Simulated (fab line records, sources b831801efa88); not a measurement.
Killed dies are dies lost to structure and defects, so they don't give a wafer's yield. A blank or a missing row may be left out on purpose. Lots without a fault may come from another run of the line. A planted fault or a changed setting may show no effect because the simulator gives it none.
Chamber matching | flow gf180mcu | GF_CONTACT_CVD_02 on pecvd-01: 3 sister chambers
The step deposits SiO2 from TEOS, target thk 860 nm, time 95.992 s. 6 wafers are shown with their chamber, then 8 later ones without.

WAFERS WITH THEIR CHAMBER
wafer  | chamber | heater_power_w (W)
L209.4 | 2       | 673
L218.4 | 0       | 685
L218.6 | 2       | 684
L219.5 | 0       | 742
L219.6 | 1       | 820
L221.2 | 1       | 738

WAFERS WITHOUT THEIR CHAMBER
wafer  | heater_power_w (W)
L221.3 | 615
L221.5 | 673
L223.2 | 619
L223.3 | 668
L223.4 | 692
L226.1 | 735
L226.2 | 786
L226.6 | 559

WHICH CHAMBER EACH WENT THROUGH
wafer  | from the rows above          | in truth
L221.3 | can't be placed: 2 or 0      | 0
L221.5 | can't be placed: 2 or 0      | 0
L223.2 | can't be placed: 2 or 0      | 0
L223.3 | can't be placed: 2 or 0      | 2
L223.4 | can't be placed: 2 or 0 or 1 | 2
L226.1 | can't be placed: 0 or 1 or 2 | 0
L226.2 | can't be placed: 1 or 0      | 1
L226.6 | can't be placed: 2 or 0      | 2
Placed correctly: 0 of 8. Can't be placed from these rows: 8 (the true chamber is among the candidates in 8). Placed wrongly: 0.
How it was worked out, from the rows above alone: a wafer's distance from a chamber is the root of the sum, over the readings, of the square of ((its reading less the chamber's mean) divided by the reading's scatter). The wafer belongs to the nearest chamber; if the next one is less than 2 further off, it can't be placed. A chamber's mean is the mean of its shown wafers. The scatter: the root of (the sum of the squares of (reading less its chamber's mean) over the shown wafers, divided by (wafers less chambers)).
